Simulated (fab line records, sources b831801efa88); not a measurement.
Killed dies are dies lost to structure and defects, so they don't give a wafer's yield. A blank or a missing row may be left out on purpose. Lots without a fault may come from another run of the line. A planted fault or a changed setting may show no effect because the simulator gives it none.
fab line records | flow sky130
record lots=6 wafers=18 last_day=49
route steps=708 shown CAP2M@616 METAL4@621
lots that met no fault: from a run of the same line without faults
start_h: hours from the record's first day to the start of the lot's first wafer shown | wait_h: hours since the lot's step before | " the same as in the row above | L1.1+2: a row that stands for several wafers | - no value, or no start given | * or withheld: withheld | < > ~ a bound
route shown NAME@n: a module of which the file shows steps, and the number in the route of the first | usual: mean/standard deviation of fault-free wafers | same: alike in all rows | chamber/n: place in a boat | sites: the reading at each site | _std_site: their standard deviation | _edge_site: outer sites' mean less inner sites' | radius_mm: how far each site lies from the wafer's centre | mask NAME#n: copy n | behind: the tool/chamber that last shaped the wafer | hold: why the lot was held/for how many hours/how that ended | device: the transistor (n, p or np) that didn't switch | end of line: the same wafers' tests at the end of the route | a step without rows: its recipe alone | killed: dies lost to structure and defects at the first sort, not the wafer's yield | map: a wafer's dies, x killed, . not, _ none there
set.NAME: the setting as run; set.NAME@STEP: as run at that earlier step | model.NAME: the simulator's own value behind a step, which no gauge read
lots at some steps of the route; a table a step, a row a wafer
services: from which hour (start_h, from the record's first day; less than 0 if before it) a tool's chamber was out of use, for how many hours, and why
## steps
# step SKY_CAP2M_METAL_ETCH_13
# recipe target_depth_nm=220 stop_on=SiO2 chemistry=Cl2/BCl3 target=TiN pressure_mtorr=10 icp_w=900 bias_w=48.5 Cl2_flow_sccm=60 bcl3_flow_sccm=30 time_s=62.9
# usual drypump_motor_current_A=5.7/0.42 oes_product_au=0.942/0.0067 throttle_valve_pct=21.900/0.011
# columns lot.wafer tool chamber start_h wait_h drypump_motor_current_A oes_product_au rf_hours_counter_h throttle_valve_pct
L756.1 rie_metal-04 0 990.22 0.0 5.6 0.943 7 21.897
L756.3 " 0 " " 5.7 0.938 - 21.919
L756.6 " 0 " " 5.6 0.929 - 21.907
L761.2 rie_metal-04 1 1011.42 0.0 5.5 0.948 1 21.888
L761.5 " 1 " " 5.5 0.938 - 21.888
L761.6 " 0 " " 5.6 0.943 - 21.904
L766.1 rie_metal-04 0 1032.40 0.0 5.7 0.948 10 21.892
L766.4 " 0 " " 5.6 0.956 - 21.907
L766.6 " 0 " " 5.7 0.946 - 21.888
L767.3 rie_metal-04 1 1038.60 0.0 5.5 0.955 - 21.897
L767.5 " 1 " " 5.5 0.944 - 21.897
L767.6 " 0 " " 5.7 0.952 - 21.908
L768.1 rie_metal-02 0 1048.75 0.0 4.8 0.938 9 21.896
L768.2 " 1 " " 5.9 0.943 21 21.897
L768.4 " 1 " " 5.9 0.941 - 21.917
L769.3 rie_metal-02 0 1071.90 0.0 4.8 0.930 - 21.913
L769.5 " 1 " " 5.9 0.938 - 21.907
L769.6 " 0 " " 4.8 0.936 - 21.903
# step SKY_CAP2M_STRIP_14
# recipe chemistry=O2/N2 power_w=1400 pressure_mtorr=1500 platen_temp_c=withheld o2_flow_sccm=3000 n2_flow_sccm=300 overash_fraction=0.5
# usual drypump_motor_current_A=5.7/0.34 oes_product_au=0.710/0.0047 strip_time_to_endpoint_s=12.63/0.047
# columns lot.wafer tool chamber start_h wait_h drypump_motor_current_A oes_product_au rf_hours_counter_h strip_time_to_endpoint_s
L756.1 plasma_asher-01 0 990.37 0.1 5.7 0.715 122 12.64
L756.3 " 1 " " 5.1 0.717 - 12.67
L756.6 " 1 " " 5.1 0.708 - 12.62
L761.2 plasma_asher-01 0 1011.50 0.1 5.7 0.707 124 12.56
L761.5 " 1 " " 5.1 0.710 - 12.55
L761.6 " 0 " " 5.7 0.707 - 12.54
L766.1 plasma_asher-02 1 1032.48 0.1 5.9 0.716 86 12.59
L766.4 " 0 " " 5.6 0.701 - 12.53
L766.6 " 1 " " 5.8 0.717 - 12.61
L767.3 plasma_asher-04 0 1038.68 0.1 5.8 0.710 - 12.56
L767.5 " 0 " " 5.8 0.708 - 12.57
L767.6 " 1 " " 6.2 0.704 - 12.58
L768.1 plasma_asher-02 0 1048.83 0.1 5.6 0.702 88 12.63
L768.2 " 1 " " 5.8 0.710 88 12.64
L768.4 " 0 " " 5.6 0.703 - 12.62
L769.3 plasma_asher-04 0 1071.98 0.1 5.8 0.702 - 12.68
L769.5 " 0 " " 5.8 0.711 - 12.69
L769.6 " 1 " " 6.1 0.711 - 12.64
# step SKY_CAP2M_STRIP_15
# recipe chemistry=post_etch_residue_remover time_s=1200 temp_c=72.5
# step SKY_CAP2M_CLEAN_16
# recipe chemistry=IPA time_s=180 temp_c=25
# step SKY_CAP2M_CLEAN_17
# recipe chemistry=O3/DIW dry=n2_spin
# step SKY_METAL4_DEHYDRATE_05
# recipe temp_c=200 time_s=60
# step SKY_METAL4_HMDS_06
# recipe prime_time_s=60 prime_temp_c=120
# step SKY_METAL4_COAT_07
# recipe resist=BARC temp_c=withheld time_s=withheld spin_rpm=3000 resist_thk_nm=60
# step SKY_METAL4_COAT_08
# recipe resist=KrF-thick spin_rpm=3000 resist_thk_nm=1140
# step SKY_METAL4_SOFTBAKE_09
# recipe temp_c=100 time_s=90 resist=KrF-thick
# step SKY_METAL4_EXPOSE_10
# recipe mask_id=MM4 na=0.68 source_shape=annular sigma_inner=0.4 sigma_outer=0.8 target_cd_nm=300 dose_mj=28
# step SKY_METAL4_PEB_11
# recipe peb_temp_c=withheld peb_time_s=withheld resist=KrF-thick
# step SKY_METAL4_DEVELOP_12
# recipe develop_time_s=60 resist=KrF-thick dev_temp_c=21
# usual developer_temp_C=21.01/0.095 exhaust_pa=45.0/0.94
# columns lot.wafer tool chamber start_h wait_h developer_temp_C exhaust_pa
L756.1 litho_track-03 0 1013 - 20.98 44.2
L756.3 " 0 " " 20.97 45.5
L756.6 " 0 " " 21.04 46.3
L761.2 litho_track-02 0 1034 - 21.00 45.9
L761.5 " 0 " " 21.00 45.5
L761.6 " 0 " " 20.97 47.0
L766.1 litho_track-03 0 1054 - 20.24 45.6
L766.4 " 0 " " 20.27 43.7
L766.6 " 0 " " 20.24 43.8
L767.3 litho_track-03 0 1060 - 20.23 45.1
L767.5 " 0 " " 20.17 45.3
L767.6 " 0 " " 20.27 44.5
L768.1 litho_track-02 0 1069 - 21.09 45.9
L768.2 " 0 " " 20.94 45.4
L768.4 " 0 " " 20.94 45.8
L769.3 litho_track-01 0 1093 - 21.01 45.2
L769.5 " 0 " " 20.95 44.0
L769.6 " 0 " " 20.94 44.1
# step SKY_METAL4_CD_MEAS_13
# recipe target_cd_nm=300
# usual cd_nm=299.6/1.3
# columns lot.wafer tool chamber start_h wait_h cd_nm
L756.1 cd_sem-02 - 1013.58 - 299.8
L756.3 " - " " 299.2
L756.6 " - " " 298.9
L761.2 cd_sem-02 - 1034.34 - 298.3
L761.5 " - " " 298.7
L761.6 " - " " 299.4
L766.1 cd_sem-02 - 1054.83 - 297.5
L766.4 " - " " 298.9
L766.6 " - " " 300.0
L767.3 cd_sem-02 - 1060.82 - 301.4
L767.5 " - " " 300.5
L767.6 " - " " 301.4
L768.1 cd_sem-02 - 1069.87 - 298.3
L768.2 " - " " 300.6
L768.4 " - " " 299.9
L769.3 cd_sem-02 - 1093.42 - 299.2
L769.5 " - " " 301.2
L769.6 " - " " 301.9
## services
# columns tool chamber start_h hours kind
plasma_asher-04 - 969.85 1.0 repair
rie_metal-04 1 974.40 - clean
rie_metal-04 1 974.40 23.3 scheduled_down
rie_metal-04 1 974.40 23.3 vent_cycle
plasma_asher-01 - 976.12 1.5 repair
plasma_asher-02 - 990.99 6.4 repair
rie_metal-04 - 993.33 1.4 pm
plasma_asher-01 - 994.93 2.8 pm
rie_metal-02 - 1015.85 0.8 repair
plasma_asher-04 - 1026.20 0.4 repair
plasma_asher-04 - 1049.22 11.5 repair
plasma_asher-01 - 1055.25 9.0 pm
plasma_asher-01 0 1055.25 9.0 vent_cycle
plasma_asher-01 1 1055.25 9.0 vent_cycle
plasma_asher-01 0 1064.25 - clean
plasma_asher-01 1 1064.25 - clean
litho_track-01 - 1084.03 - consumable_replace:filter
rie_metal-02 - 1086.83 14.6 pm
## key
first_sign step=SKY_METAL4_DEVELOP_12 reading=developer_temp_C direction=down sigmas=8.2 usual=* struck=*
effect none on later readings
met_at SKY_METAL4_DEVELOP_12
struck_wafers L766.1,L766.4,L766.6,L767.3,L767.5,L767.6
sort_left_out L766.1,L766.4,L766.6
onset_between 1013 1054
fault kind=process_parameter_drift tool=litho_track-03 chamber=- onset_h=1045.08 steps=SKY_METAL4_DEVELOP_12 channel=dev_temp_c offset=* shape=step end_h=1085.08 acts_in=* stated=*
# sort_left_out: the simulated sort isn't trusted on such a fault, so these wafers' sort isn't shown, and their yield isn't known
